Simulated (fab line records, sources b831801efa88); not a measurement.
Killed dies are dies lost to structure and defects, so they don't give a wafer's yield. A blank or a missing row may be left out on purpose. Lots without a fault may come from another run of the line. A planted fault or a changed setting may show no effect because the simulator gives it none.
Chamber matching | flow gf180mcu | GF_V5_CMP_04 on cmp-02: 4 sister chambers
The step polishes SiO2. 4 wafers are shown with their chamber, then 7 later ones without.

WAFERS WITH THEIR CHAMBER
wafer  | chamber | motor_current_A (A)
L965.1 | 3       | 11.1
L973.6 | 2       | 11.9
L975.1 | 1       | 11.0
L975.3 | 0       | 11.8

WAFERS WITHOUT THEIR CHAMBER
wafer  | motor_current_A (A)
L975.6 | 11.5
L985.3 | 11.6
L985.4 | 11.0
L985.5 | 11.8
L986.1 | 10.9
L986.3 | 11.2
L986.4 | 11.7

WHICH CHAMBER EACH WENT THROUGH
wafer  | from the rows above               | in truth
L975.6 | can't be placed: 0 or 2 or 3 or 1 | 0
L985.3 | can't be placed: 0 or 2 or 3      | 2
L985.4 | can't be placed: 1 or 3           | 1
L985.5 | can't be placed: 0 or 2           | 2
L986.1 | can't be placed: 1 or 3           | 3
L986.3 | can't be placed: 3 or 1           | 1
L986.4 | can't be placed: 0 or 2           | 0
Placed correctly: 0 of 7. Can't be placed from these rows: 7 (the true chamber is among the candidates in 7). Placed wrongly: 0.
How it was worked out, from the rows above alone: a wafer's distance from a chamber is the root of the sum, over the readings, of the square of ((its reading less the chamber's mean) divided by the reading's scatter). The wafer belongs to the nearest chamber; if the next one is less than 2 further off, it can't be placed. A chamber's mean is the mean of its shown wafers. The scatter: with one shown wafer a chamber, the root of the mean of the squares of how far each hidden wafer lies from its nearest shown one.
